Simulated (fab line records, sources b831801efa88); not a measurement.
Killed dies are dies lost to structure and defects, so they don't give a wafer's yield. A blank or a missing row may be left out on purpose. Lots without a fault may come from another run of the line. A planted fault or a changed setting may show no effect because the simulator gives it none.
Chamber matching | flow sky130 | SKY_CONTACT_CMP_04 on cmp-01: 4 sister chambers
The step polishes SiO2. 18 wafers are shown with their chamber, then 9 later ones without.

WAFERS WITH THEIR CHAMBER
wafer  | chamber | motor_current_A (A) | time_to_endpoint_s (s) | slurry_flow_ml_min
L663.1 | 2       | 13.2                | 84                     | 150.0
L663.3 | 0       | 12.3                | 86                     | 149.9
L663.4 | 3       | 12.2                | 89                     | 150.5
L664.1 | 2       | 13.9                | 83                     | 149.3
L664.2 | 0       | 12.0                | 84                     | 148.9
L664.5 | 2       | 13.6                | 81                     | 149.6
L667.1 | 2       | 13.5                | 80                     | 149.3
L667.2 | 0       | 11.4                | 82                     | 148.9
L667.5 | 3       | 12.2                | 85                     | 150.6
L670.1 | 2       | 14.2                | 80                     | 149.7
L670.3 | 0       | 12.5                | 83                     | 149.3
L670.5 | 2       | 14.1                | 77                     | 150.1
L671.2 | 3       | 11.7                | 90                     | 149.7
L671.5 | 1       | 9.9                 | 86                     | 150.2
L671.6 | 0       | 11.5                | 86                     | 150.5
L672.2 | 2       | 13.3                | 82                     | 150.4
L672.4 | 3       | 11.9                | 88                     | 149.8
L672.6 | 1       | 10.3                | 87                     | 150.1

SIGNATURES (means of the wafers above)
reading            | chamber 0 | chamber 1 | chamber 2 | chamber 3 | scatter within a chamber
motor_current_A    | 11.940    | 10.100    | 13.686    | 12.000    | 0.387
time_to_endpoint_s | 84.20     | 86.50     | 81.00     | 88.00     | 2.06
slurry_flow_ml_min | 149.500   | 150.150   | 149.771   | 150.150   | 0.508
Rule: a wafer's distance from a chamber is the root of the sum, over the readings, of the square of ((its reading less the chamber's mean) divided by the reading's scatter). The wafer belongs to the nearest chamber; if the next one is less than 2 further off, it can't be placed. The scatter: the root of (the sum of the squares of (reading less its chamber's mean) over the shown wafers, divided by (wafers less chambers)).

WAFERS WITHOUT THEIR CHAMBER
wafer  | motor_current_A (A) | time_to_endpoint_s (s) | slurry_flow_ml_min
L674.2 | 11.7                | 84                     | 150.0
L674.3 | 14.3                | 79                     | 149.4
L674.5 | 10.3                | 84                     | 149.5
L681.3 | 11.6                | 88                     | 150.1
L681.5 | 14.2                | 83                     | 150.3
L681.6 | 12.1                | 89                     | 150.5
L682.3 | 14.2                | 83                     | 149.8
L682.4 | 11.6                | 88                     | 150.1
L682.5 | 10.9                | 84                     | 149.7

WHICH CHAMBER EACH WENT THROUGH
wafer  | from the rows above          | in truth
L674.2 | can't be placed: 0 or 3      | 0
L674.3 | 2                            | 2
L674.5 | 1                            | 1
L681.3 | can't be placed: 3 or 0      | 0
L681.5 | 2                            | 2
L681.6 | 3                            | 3
L682.3 | 2                            | 2
L682.4 | can't be placed: 3 or 0      | 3
L682.5 | can't be placed: 1 or 0 or 3 | 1
Placed correctly: 5 of 9. Can't be placed from these rows: 4 (the true chamber is among the candidates in 4). Placed wrongly: 0.
